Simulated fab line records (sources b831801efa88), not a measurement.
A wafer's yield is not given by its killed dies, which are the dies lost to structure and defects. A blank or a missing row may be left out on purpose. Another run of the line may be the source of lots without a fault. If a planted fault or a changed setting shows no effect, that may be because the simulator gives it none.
A lot that was struck, set against a sound lot || flow gf180mcu || 15 steps out of a route of 602
Sound: these wafers, L155.4, L155.5, L155.6. Struck: wafer L150.1; the same lot's L150.4 was not struck, so it is left out; see the end for the cause.
At each step with rows: each side's tool, then ch and its chambers, then its first start. Under that, the readings that differ: sound wafers || struck wafers || difference of the means || sigmas: that difference in standard deviations of wafers without a fault.
alike: readings with means less than 2 such deviations apart, plus words and numbers identical on both sides. not compared: withheld readings, readings lacking a value on some wafer, bounds such as >300 that could conceal the same value, and numbers that have no deviation in the record and whose values overlap.
The two part at a step that has a row with sigmas, a row that says differs or no value, or rows on one side only. Non-overlapping numbers with no deviation appear without sigmas and do not part them. A reading that every wafer of one side lacks parts them only if that side has two wafers or more.

GF_MIM_THK_MEAS_06:
  struck on filmMetro-01, day 27 23:41; sound on filmMetro-02, day 30 02:05
  alike: MIM_CVD_05_THK
GF_MIM_SPUTTER_07: material TiN, target thk 60 nm, time 50 s.
  struck on pvdSputter-04, day 27 23:45; sound on pvdSputter-03, day 30 02:07
  alike: throttleValvePct
GF_MIM_SPUTTER_08: material AlCu, target thk 200 nm, time 10.6 s.
  struck on pvdSputter-04, day 27 23:47; sound on pvdSputter-03, day 30 02:09
  alike: throttleValvePct
GF_MIM_SPUTTER_09: material TiN, target thk 35 nm, time 29.2 s.
  struck on pvdSputter-04, day 27 23:49; sound on pvdSputter-03, day 30 02:11
  alike: throttleValvePct
GF_MIM_RS_MEAS_10: measures by four-point-probe.
  struck on filmMetro-02, day 27 23:51; sound on filmMetro-01, day 30 02:16
  alike: MIM_ALCU_RS
GF_MIM_THK_MEAS_11: measures by xrf.
  struck on filmMetro-02, day 27 23:58; sound on filmMetro-01, day 30 02:22
  alike: MIM_ALCU_THK
then, 6 steps without rows for these wafers: GF_MIM_DEHYDRATE_12 (time 60 s); GF_MIM_HMDS_13 (prime time 60 s); GF_MIM_COAT_14 (resist thk 1000 nm); GF_MIM_SOFTBAKE_15 (time 60 s); GF_MIM_EXPOSE_16 (exposes mask FuseTop, target cd 2000 nm); GF_MIM_PEB_17.
GF_MIM_DEVELOP_18: develop time 60 s.
  sound on lithoTrack-01 ch 0, day 30 19:34; struck on lithoTrack-04 ch 0, day 28 19:20
GF_MIM_METAL_ETCH_19: etches the open film in Cl2/BCl3, stops on Si3N4, target depth 324.5 nm, time 54.1 s.
  sound on rieMetal-04 ch 0,1, day 30 19:40; struck on rieMetal-04 ch 1, day 28 19:29
{"reading": "rfHoursCounterH (h)", "sound": "- - -", "struck": 7, "difference": "no value on the sound wafers", "sigmas": ""}
{"reading": "model.MIM.cdNm (nm)", "sound": "2001 2001 2005", "struck": 2023, "difference": "+21", "sigmas": ""}
  alike: drypumpMotorCurrentA, oesProductAu, throttleValvePct
GF_MIM_STRIP_20: strips in O2/N2.
  sound on plasmaAsher-04 ch 0,1, day 30 19:45; struck on plasmaAsher-04 ch 1, day 28 19:33
{"reading": "rfHoursCounterH (h)", "sound": "- - -", "struck": 25, "difference": "no value on the sound wafers", "sigmas": ""}
  alike: drypumpMotorCurrentA, heaterPowerW, oesProductAu, stripTimeToEndpointS

== WHERE THEY PART ==
At GF_MIM_METAL_ETCH_19 first; at GF_MIM_STRIP_20 last (within this record only).

WHY: the cause the simulator had injected
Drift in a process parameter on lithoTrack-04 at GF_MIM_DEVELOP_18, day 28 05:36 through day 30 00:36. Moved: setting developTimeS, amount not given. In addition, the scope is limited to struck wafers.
